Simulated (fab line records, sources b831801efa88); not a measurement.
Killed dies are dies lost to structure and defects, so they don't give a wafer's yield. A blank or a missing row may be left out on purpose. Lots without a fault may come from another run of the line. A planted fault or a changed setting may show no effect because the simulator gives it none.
Split-lot experiment | flow gf180mcu | 5 lots, 23 wafers read, on a route of 602 steps

THE SPLIT
At GF_M1_SPUTTER_04 (material TiN, target thk 50 nm, time 41.7 s), the setting power_w was moved away from the recipe's 6500 W on 6 of the 23 wafers read, by -6.7% to +4.6%. The other wafers ran this setting at the recipe's value.

The reading is taken at the split's own step.

THE READING
TiN_of_M1_SPUTTER_04.thk_nm (the simulator's own value, which no gauge read), in nm, at GF_M1_SPUTTER_04 (material TiN, target thk 50 nm, time 41.7 s). The file gives no usual value for it. The 17 wafers here that ran the recipe average 50.21 nm, standard deviation 0.44 nm.

wafer  | tool, chamber at the split | power_w as run, W | against the recipe | TiN_of_M1_SPUTTER_04.thk_nm, nm | against lot-mates on the recipe
L075.1 | pvd_sputter-02, -          | 6500              | recipe             | 49.79                           | -
L075.2 | pvd_sputter-02, -          | 6500              | recipe             | 49.95                           | -
L075.3 | pvd_sputter-02, -          | 6500              | recipe             | 50.25                           | -
L075.4 | pvd_sputter-02, -          | 6500              | recipe             | 49.81                           | -
L075.5 | pvd_sputter-02, -          | 6500              | recipe             | 49.71                           | -
L076.2 | pvd_sputter-04, -          | 6065              | -6.7%              | 46.77                           | -3.60
L076.3 | pvd_sputter-04, -          | 6065              | -6.7%              | 47.26                           | -3.11
L076.4 | pvd_sputter-04, -          | 6065              | -6.7%              | 46.67                           | -3.70
L076.5 | pvd_sputter-04, -          | 6500              | recipe             | 50.48                           | -
L076.6 | pvd_sputter-04, -          | 6500              | recipe             | 50.26                           | -
L082.1 | pvd_sputter-02, -          | 6799              | +4.6%              | 51.46                           | +1.91
L082.2 | pvd_sputter-02, -          | 6799              | +4.6%              | 51.19                           | +1.64
L082.4 | pvd_sputter-02, -          | 6799              | +4.6%              | 51.9                            | +2.35
L082.5 | pvd_sputter-02, -          | 6500              | recipe             | 49.38                           | -
L082.6 | pvd_sputter-02, -          | 6500              | recipe             | 49.71                           | -
L083.1 | pvd_sputter-04, -          | 6500              | recipe             | 50.26                           | -
L083.2 | pvd_sputter-04, -          | 6500              | recipe             | 50.63                           | -
L083.3 | pvd_sputter-04, -          | 6500              | recipe             | 50.49                           | -
L083.4 | pvd_sputter-04, -          | 6500              | recipe             | 50.04                           | -
L083.6 | pvd_sputter-04, -          | 6500              | recipe             | 50.52                           | -
L084.2 | pvd_sputter-01, -          | 6500              | recipe             | 51.07                           | -
L084.3 | pvd_sputter-01, -          | 6500              | recipe             | 50.46                           | -
L084.5 | pvd_sputter-01, -          | 6500              | recipe             | 50.84                           | -

THE FIT
A straight line over all 23 wafers: TiN_of_M1_SPUTTER_04.thk_nm changes by +0.423 nm for each +1% of power_w; r = +0.93; the points scatter about the line by 0.5 nm.
The same after taking each lot's own level away (the mean of its wafers on the recipe; 23 wafers): +0.488 nm for each +1%; r = +0.99; scatter 0.26 nm.
On that fit, the largest move of power_w shifts the reading by 3.3 nm.
The lots' own levels span 49.545 to 50.790 nm, that is 2.8 times the standard deviation above.
So the lot-to-lot level changes the slope: the two fits differ.
Check: with one of the wafers moved furthest among these (-6.7%) left out of the fit, the line predicts -3.23 nm for it against its lot-mates. It came out at -3.6 nm against them.

OTHER SPLITS ON THESE WAFERS
These wafers also went through other splits before the reading. Each is held against what the fit with the lots' levels taken away leaves over:
other split on the same wafers       | wafers away from the commonest value | r with TiN_of_M1_SPUTTER_04.thk_nm (lot level and that fit taken away)
GF_PSD_DEVELOP_06 develop_time_s     | 8                                    | +0.20
GF_SAB_DEVELOP_08 dev_temp_c         | 4                                    | -0.18
GF_SALICIDE_SPUTTER_03 time_s        | 8                                    | +0.07
GF_CONTACT_CVD_00 sih4_flow_sccm     | 2                                    | -0.26
GF_CONTACT_CMP_04 leave_above_ref_nm | 10                                   | -0.20
GF_CONTACT_ETCH_17 bias_w            | 10                                   | -0.11
GF_CONTACT_CVD_24 temp_c             | 5                                    | -0.15

THE FILE'S OWN FIT
TiN_of_M1_SPUTTER_04.thk_nm changes by +0.49 nm for each +1% of power_w, r = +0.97.
